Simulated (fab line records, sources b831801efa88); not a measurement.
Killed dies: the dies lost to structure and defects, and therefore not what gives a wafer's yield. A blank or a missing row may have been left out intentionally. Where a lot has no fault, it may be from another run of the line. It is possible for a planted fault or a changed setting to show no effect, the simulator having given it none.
What tool caused it? -- flow sky130 -- 24 lots, 72 wafers sampled, at 6 steps of a route of 708

== WHAT THE GAUGES READ, wafer by wafer ==
SKY_VIA2_THK_MEAS_23: measures by xrf. Usual: VIA2_W_THK gives 400 nm (standard deviation 6.3).
lot,measured,on,VIA2_W_THK (nm),flag
L074,day 35 23:34,film metro-04,414 415 412,
L075,day 36 16:28,film metro-02,393 393 387,
L076,day 36 20:20,film metro-04,396 397 403,
L077,day 37 03:18,film metro-04,412 402 412,
L078,day 37 11:08,film metro-04,401 400 397,
L079,day 37 23:26,film metro-04,398 392 398,
L082,day 38 17:06,film metro-04,404 406 402,
L081,day 38 18:47,film metro-04,402 402 397,
L080,day 38 19:28,film metro-02,395 401 390,
L083,day 39 06:58,film metro-04,398 398 401,
L084,day 39 15:09,film metro-04,399 409 400,
L085,day 39 18:49,film metro-02,391 394 392,
L086,day 40 02:42,film metro-04,396 405 397,
L087,day 40 06:12,film metro-01,402 400 401,
L088,day 40 11:55,film metro-04,395 398 403,
L089,day 40 21:19,film metro-04,403 399 400,
L090,day 41 07:11,film metro-01,406 411 405,
L091,day 41 10:25,film metro-02,394 391 390,
L092,day 41 11:17,film metro-01,415 409 410,
L093,day 42 06:14,film metro-02,389 397 398,
L094,day 42 08:43,film metro-04,398 403 400,
L095,day 42 12:23,film metro-04,402 399 403,
L096,day 42 15:10,film metro-02,393 390 396,
L097,day 44 06:56,film metro-01,410 400 406,

SKY_CAPM_OVL_MEAS_12. Usual: CAPM_OVL gives -0.7 nm (standard deviation 1.4).
lot,measured,on,CAPM_OVL (nm),flag
L074,day 37 01:47,overlay-01,-0.4 0.3 -0.7,
L075,day 37 18:59,overlay-02,1.3 2.5 3.1,
L076,day 37 22:21,overlay-02,1.2 2.0 0.1,
L077,day 38 05:07,overlay-02,-1.1 -0.1 -0.8,
L078,day 38 13:19,overlay-01,-2.1 -2.6 -2.7,
L079,day 39 01:25,overlay-01,-0.5 -0.4 -0.7,
L082,day 39 18:32,overlay-02,2.6 0.4 0.4,
L081,day 39 19:22,overlay-02,0.1 -1.2 -3.2,
L080,day 39 20:21,overlay-01,-4.7 -2.5 -2.2,
L083,day 40 08:04,overlay-01,-2.3 -1.9 -1.7,
L084,day 40 15:29,overlay-01,-1.2 -1.8 -1.6,
L085,day 40 19:23,overlay-01,-1.0 0.3 -2.0,
L086,day 41 02:58,overlay-02,-1.5 -2.8 -1.1,
L087,day 41 05:40,overlay-02,-1.3 -0.8 -1.0,
L088,day 41 09:46,overlay-01,0.0 0.2 1.0,
L089,day 41 18:04,overlay-02,-1.5 -0.8 -0.1,
L090,day 42 08:11,overlay-02,-0.7 -1.3 -1.6,
L091,day 42 13:13,overlay-01,-0.6 -0.3 -1.1,
L092,day 42 13:41,overlay-02,-1.5 -0.3 -0.7,
L093,day 43 05:34,overlay-02,-2.3 0.3 -1.6,
L094,day 43 07:55,overlay-02,2.1 0.2 -2.1,
L095,day 43 11:52,overlay-01,1.6 0.7 0.4,
L096,day 43 14:11,overlay-02,-0.3 0.0 -1.1,
L097,day 45 05:40,overlay-02,1.3 2.6 -0.4,

SKY_VIA3_CD_MEAS_12 targets a cd of 200 nm. Usual: cd nm 200.0 nm, standard deviation 1.3.
lot,measured,on,cd nm (nm),flag
L074,day 39 06:08,cd sem-02,201.1 201.6 201.7,
L075,day 39 23:35,cd sem-02,199.3 200.8 200.6,
L076,day 40 02:29,cd sem-01,200.0 199.2 199.0,
L077,day 40 09:14,cd sem-02,199.7 200.3 198.7,
L078,day 40 16:37,cd sem-02,199.6 199.9 199.5,
L079,day 41 03:19,cd sem-02,198.6 200.7 198.2,
L082,day 42 05:13,cd sem-01,202.4 200.3 200.8,
L081,day 42 05:24,cd sem-02,198.6 199.9 199.6,
L080,day 42 06:33,cd sem-01,200.1 200.8 199.1,
L083,day 42 11:35,cd sem-02,199.1 201.1 200.4,
L084,day 42 13:36,cd sem-01,201.6 203.3 203.0,
L085,day 42 17:19,cd sem-02,199.8 200.0 200.2,
L086,day 42 22:39,cd sem-02,198.4 197.2 198.2,
L087,day 43 05:55,cd sem-01,200.1 199.9 200.8,
L088,day 43 10:08,cd sem-02,200.3 201.0 201.6,
L089,day 43 18:15,cd sem-02,202.4 200.7 199.9,
L090,day 44 08:17,cd sem-01,201.9 201.7 200.9,
L091,day 44 13:28,cd sem-02,199.9 200.8 199.6,
L092,day 44 13:40,cd sem-02,200.1 199.8 199.5,
L093,day 45 04:38,cd sem-02,202.1 200.6 200.4,
L094,day 45 06:49,cd sem-02,199.6 200.8 200.4,
L095,day 45 10:16,cd sem-02,197.8 199.1 199.3,
L096,day 45 12:49,cd sem-02,199.6 198.8 198.1,
L097,day 47 00:20,cd sem-01,199.3 198.1 198.6,

== TOOL THAT RAN EACH LOT (tool first, then ch and the chambers of the sampled wafers, then the start) ==
lot,SKY_VIA1_ETCH_14,SKY_METAL2_SPUTTER_01,SKY_METAL3_ETCH_17
L074,"rie diel-04 ch 1,2, day 33 14:14","pvd sputter-01, day 33 15:35","rie diel-02 ch 0,1, day 38 03:38"
L075,"rie diel-02 ch 0,2, day 34 07:46","pvd sputter-01, day 34 09:08","rie diel-04 ch 0,1, day 38 22:04"
L076,"rie diel-01 ch 0,1, day 34 11:31","pvd sputter-02, day 34 12:53","rie diel-03 ch 1,2, day 39 00:55"
L077,"rie diel-01 ch 0,1,2, day 34 18:43","pvd sputter-04, day 34 20:03","rie diel-04 ch 0,1,2, day 39 07:23"
L078,"rie diel-04 ch 0,1,2, day 35 03:58","pvd sputter-04, day 35 05:18","rie diel-04 ch 1,3, day 39 14:47"
L079,"rie diel-01 ch 0,2,3, day 35 15:44","pvd sputter-04, day 35 17:05","rie diel-03 ch 0,2,3, day 40 02:07"
L082,"rie diel-02 ch 1,3, day 36 10:32","pvd sputter-01, day 36 11:55","rie diel-03 ch 1,2,3, day 40 19:01"
L081,"rie diel-01 ch 1,2, day 36 11:56","pvd sputter-04, day 36 13:19","rie diel-02 ch 0,2, day 40 20:10"
L080,"rie diel-02 ch 1,2, day 36 12:53","pvd sputter-01, day 36 14:13","rie diel-02 ch 0,1, day 40 21:11"
L083,"rie diel-01 ch 1,2,3, day 37 00:20","pvd sputter-01, day 37 01:40","rie diel-03 ch 1,2,3, day 41 07:25"
L084,"rie diel-01 ch 0,1,2, day 37 09:19","pvd sputter-02, day 37 10:39","rie diel-03 ch 1,2, day 41 12:17"
L085,"rie diel-01 ch 0,1,2, day 37 12:20","pvd sputter-02, day 37 13:43","rie diel-04 ch 1,2,3, day 41 16:47"
L086,"rie diel-04 ch 1,2, day 37 20:17","pvd sputter-04, day 37 21:40","rie diel-02 ch 0,1, day 41 23:55"
L087,"rie diel-02 ch 0,1,2, day 37 23:43","pvd sputter-02, day 38 01:05","rie diel-02 ch 1,3, day 42 05:26"
L088,"rie diel-02 ch 0,2, day 38 07:14","pvd sputter-04, day 38 08:37","rie diel-02 ch 0,1,2, day 42 09:46"
L089,"rie diel-04 ch 0,1,2, day 38 16:02","pvd sputter-04, day 38 18:05","rie diel-04 ch 0,1,3, day 42 18:32"
L090,"rie diel-02 ch 0,1,2, day 39 03:29","pvd sputter-04, day 39 04:50","rie diel-03 ch 0,1,2, day 43 07:59"
L091,"rie diel-02 ch 0,1,3, day 39 07:29","pvd sputter-02, day 39 08:50","rie diel-04 ch 0,1,3, day 43 12:46"
L092,"rie diel-01 ch 1,2,3, day 39 10:25","pvd sputter-02, day 39 11:45","rie diel-02 ch 0,1,2, day 43 13:07"
L093,"rie diel-04 ch 0,1,2, day 39 17:26","pvd sputter-04, day 39 18:49","rie diel-02 ch 0,1,2, day 44 05:17"
L094,"rie diel-04 ch 1,2, day 39 22:23","pvd sputter-01, day 39 23:46","rie diel-02 ch 0,1, day 44 07:52"
L095,"rie diel-01 ch 0,3, day 40 03:31","pvd sputter-01, day 40 04:53","rie diel-02 ch 1,2,3, day 44 10:44"
L096,"rie diel-02 ch 1,2, day 40 15:20","pvd sputter-01, day 40 16:43","rie diel-04 ch 0,2,3, day 44 13:52"
L097,"rie diel-04 ch 2,3, day 42 04:50","pvd sputter-04, day 42 06:10","rie diel-03 ch 0,1,2, day 46 03:01"
- SKY_VIA1_ETCH_14: etches BARC in N2/H2, stops on SiO2, time 45.9 s, target depth 60 nm.
- SKY_METAL2_SPUTTER_01: material TiN, target thk 20 nm, time 16.7 s.
- SKY_METAL3_ETCH_17: etches SiO2 in C4F8/O2/Ar, stops on TiN, time 3.707 s, target depth 15 nm.

== AS READ BY THE TOOLS THEMSELVES (means over the sampled wafers that have a number; for cases with no such wafer, the mark the record gives instead) ==
SKY_VIA1_ETCH_14. Usual: bias w 100.0 W, standard deviation 0.33; drypump motor current A 5.8 A, standard deviation 0.44; oes product au 0.856 a.u., standard deviation 0.0044; throttle valve pct 13.224 %, standard deviation 0.0098.
lot,tool,bias w (W),drypump motor current A (A),oes product au (a.u.),throttle valve pct (%),flag
L074,rie diel-04,100.1,6.2,0.855,13.224,
L075,rie diel-02,100.2,6.1,0.854,13.222,
L076,rie diel-01,99.6,5.7,0.854,13.207,
L077,rie diel-01,100.2,5.8,0.858,13.223,
L078,rie diel-04,100.0,6.1,0.858,13.234,
L079,rie diel-01,100.2,5.6,0.857,13.216,
L082,rie diel-02,99.7,5.2,0.860,13.223,
L081,rie diel-01,99.9,5.7,0.855,13.220,
L080,rie diel-02,100.3,5.9,0.861,13.227,
L083,rie diel-01,99.9,5.5,0.856,13.222,
L084,rie diel-01,100.2,5.8,0.858,13.216,
L085,rie diel-01,100.2,5.8,0.855,13.225,
L086,rie diel-04,99.7,6.2,0.857,13.219,
L087,rie diel-02,100.1,5.8,0.862,13.234,
L088,rie diel-02,100.0,6.1,0.856,13.227,
L089,rie diel-04,100.0,6.1,0.853,13.218,
L090,rie diel-02,100.1,5.8,0.856,13.238,
L091,rie diel-02,100.2,5.5,0.858,13.219,
L092,rie diel-01,99.8,5.5,0.853,13.230,
L093,rie diel-04,100.1,6.1,0.853,13.225,
L094,rie diel-04,99.9,6.2,0.854,13.231,
L095,rie diel-01,100.2,5.3,0.855,13.227,
L096,rie diel-02,99.8,5.6,0.858,13.230,
L097,rie diel-04,100.2,5.9,0.854,13.231,

SKY_METAL2_SPUTTER_01. Usual: throttle valve pct 30.4 %, standard deviation 1.
lot,tool,throttle valve pct (%),flag
L074,pvd sputter-01,30.8,
L075,pvd sputter-01,31.0,
L076,pvd sputter-02,29.6,
L077,pvd sputter-04,29.7,
L078,pvd sputter-04,30.3,
L079,pvd sputter-04,29.7,
L082,pvd sputter-01,30.7,
L081,pvd sputter-04,31.5,
L080,pvd sputter-01,30.6,
L083,pvd sputter-01,30.5,
L084,pvd sputter-02,29.7,
L085,pvd sputter-02,29.9,
L086,pvd sputter-04,32.0,
L087,pvd sputter-02,30.0,
L088,pvd sputter-04,30.5,
L089,pvd sputter-04,29.5,
L090,pvd sputter-04,29.6,
L091,pvd sputter-02,29.6,
L092,pvd sputter-02,30.0,
L093,pvd sputter-04,30.9,
L094,pvd sputter-01,30.8,
L095,pvd sputter-01,30.9,
L096,pvd sputter-01,30.3,
L097,pvd sputter-04,30.9,

SKY_METAL3_ETCH_17. Usual: bias w 1201 W, standard deviation 3.6; oes product au 0.773 a.u., standard deviation 0.0066.
lot,tool,bias w (W),oes product au (a.u.),flag
L074,rie diel-02,1199,0.780,
L075,rie diel-04,1201,0.775,
L076,rie diel-03,1199,0.772,
L077,rie diel-04,1200,0.778,
L078,rie diel-04,1202,0.771,
L079,rie diel-03,1202,0.771,
L082,rie diel-03,1200,0.771,
L081,rie diel-02,1197,0.768,
L080,rie diel-02,1204,0.784,
L083,rie diel-03,1201,0.776,
L084,rie diel-03,1198,0.778,
L085,rie diel-04,1202,0.770,
L086,rie diel-02,1198,0.776,
L087,rie diel-02,1200,0.777,
L088,rie diel-02,1202,0.772,
L089,rie diel-04,1198,0.768,
L090,rie diel-03,1202,0.766,
L091,rie diel-04,1200,0.764,
L092,rie diel-02,1200,0.775,
L093,rie diel-02,1204,0.775,
L094,rie diel-02,1204,0.769,
L095,rie diel-02,1203,0.770,
L096,rie diel-04,1198,0.766,
L097,rie diel-03,1201,0.767,

== THE ANSWER, worked out from the rows above alone ==
Rule: a lot is off if the mean of its wafers that have a number lies more than 3 standard deviations from the usual mean. A lot without any number at a reading at which 4 lots or more have one is off too. All remaining lots with rows at the step are treated as sound. The gauges are gone through in route order, then the tools' own readings, and for those a lot's mean is taken as printed above. At the first step where some lot is off, the reading lying furthest off is the one used; lots without a number count as furthest.
No lot is off at any reading shown: from this, nothing can be told.

== WHAT WAS PUT IN BY THE SIMULATOR ==
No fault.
